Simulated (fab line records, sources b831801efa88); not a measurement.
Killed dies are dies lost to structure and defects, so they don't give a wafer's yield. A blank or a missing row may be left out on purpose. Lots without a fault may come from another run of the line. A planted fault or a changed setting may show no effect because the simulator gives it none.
Split-lot experiment | flow gf180mcu | 5 lots, 23 wafers read, on a route of 602 steps

THE SPLIT
At GF_PSD_COAT_02 (resist thk 1000 nm), the setting resist_thk_nm was moved away from the recipe's 1000 nm on 9 of the 23 wafers read, by -1.8% to +5.1%. The other wafers ran this setting at the recipe's value.

The reading is taken at the split's own step.

THE READING
NOVOLAK_of_PSD_COAT_02.thk_nm (the simulator's own value, which no gauge read), in nm, at GF_PSD_COAT_02 (resist thk 1000 nm). The file gives no usual value for it. The 14 wafers here that ran the recipe average 998.3 nm, standard deviation 2 nm.

wafer  | tool, chamber at the split | resist_thk_nm as run, nm | against the recipe | NOVOLAK_of_PSD_COAT_02.thk_nm, nm | against lot-mates on the recipe
L074.1 | litho_track-04, 0          | 1051                     | +5.1%              | 1043                              | +47.5
L074.2 | litho_track-04, 0          | 1000                     | recipe             | 996.2                             | -
L074.3 | litho_track-04, 0          | 1051                     | +5.1%              | 1046                              | +50.5
L074.4 | litho_track-04, 0          | 1051                     | +5.1%              | 1046                              | +50.5
L074.5 | litho_track-04, 0          | 1000                     | recipe             | 994.9                             | -
L075.2 | litho_track-04, 0          | 1000                     | recipe             | 998.1                             | -
L075.3 | litho_track-04, 0          | 1000                     | recipe             | 1000                              | -
L075.4 | litho_track-04, 0          | 1000                     | recipe             | 998.8                             | -
L075.5 | litho_track-04, 0          | 1000                     | recipe             | 997.8                             | -
L075.6 | litho_track-04, 0          | 1000                     | recipe             | 997.9                             | -
L082.1 | litho_track-04, 0          | 981.9                    | -1.8%              | 980.1                             | -19.0
L082.2 | litho_track-04, 0          | 1000                     | recipe             | 1000                              | -
L082.3 | litho_track-04, 0          | 1000                     | recipe             | 998.3                             | -
L082.4 | litho_track-04, 0          | 981.9                    | -1.8%              | 978.7                             | -20.4
L082.5 | litho_track-04, 0          | 981.9                    | -1.8%              | 981.5                             | -17.6
L084.1 | litho_track-04, 0          | 981.6                    | -1.8%              | 981.3                             | -19.7
L084.2 | litho_track-04, 0          | 1000                     | recipe             | 1001                              | -
L084.5 | litho_track-04, 0          | 1000                     | recipe             | 1001                              | -
L084.4 | litho_track-04, 0          | 981.6                    | -1.8%              | 982.1                             | -18.9
L084.6 | litho_track-04, 0          | 981.6                    | -1.8%              | 981.2                             | -19.8
L085.1 | litho_track-01, 0          | 1000                     | recipe             | 1000                              | -
L085.3 | litho_track-01, 0          | 1000                     | recipe             | 997.5                             | -
L085.5 | litho_track-01, 0          | 1000                     | recipe             | 994.5                             | -

THE FIT
A straight line over all 23 wafers: NOVOLAK_of_PSD_COAT_02.thk_nm changes by +9.25 nm for each +1% of resist_thk_nm; r = +1.00; the points scatter about the line by 1.8 nm.
The same after taking each lot's own level away (the mean of its wafers on the recipe; 23 wafers): +9.89 nm for each +1%; r = +1.00; scatter 1.4 nm.
On that fit, the largest move of resist_thk_nm shifts the reading by 50 nm.
The lots' own levels span 995.55 to 1001.00 nm, that is 2.7 times the standard deviation above.
So the lot-to-lot level changes the slope little: the two slopes agree.
Check: with one of the wafers moved furthest among these (+5.1%) left out of the fit, the line predicts +51 nm for it against its lot-mates. It came out at +47.5 nm against them.

OTHER SPLITS ON THESE WAFERS
These wafers also went through other splits before the reading. Each is held against what the fit with the lots' levels taken away leaves over:
other split on the same wafers     | wafers away from the commonest value | r with NOVOLAK_of_PSD_COAT_02.thk_nm (lot level and that fit taken away)
GF_POLY_GATE_PEB_08 peb_temp_c     | 8                                    | -0.13
GF_POLY_GATE_ETCH_12 ion_energy_ev | 8                                    | +0.03
GF_HV_LDD_DEVELOP_30 dev_temp_c    | 11                                   | -0.25
GF_HV_LDD_COAT_41 spin_rpm         | 4                                    | +0.32
GF_NSD_DEVELOP_06 develop_time_s   | 7                                    | +0.07

THE WHOLE CHAIN: every reading that the file lists as answering this split, in the file's order
step            | what it does       | reading                                                                        | change (the file's fit)              | r (the file's)
GF_PSD_COAT_02  | resist thk 1000 nm | NOVOLAK_of_PSD_COAT_02.thk_nm (the simulator's own value, which no gauge read) | +9.82 nm for each +1% of the setting | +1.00
GF_PSD_STRIP_10 | strips in O2/N2    | strip_time_to_endpoint_s                                                       | withheld for each +1% of the setting | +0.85

THE FILE'S OWN FIT
NOVOLAK_of_PSD_COAT_02.thk_nm changes by +9.82 nm for each +1% of resist_thk_nm, r = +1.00.
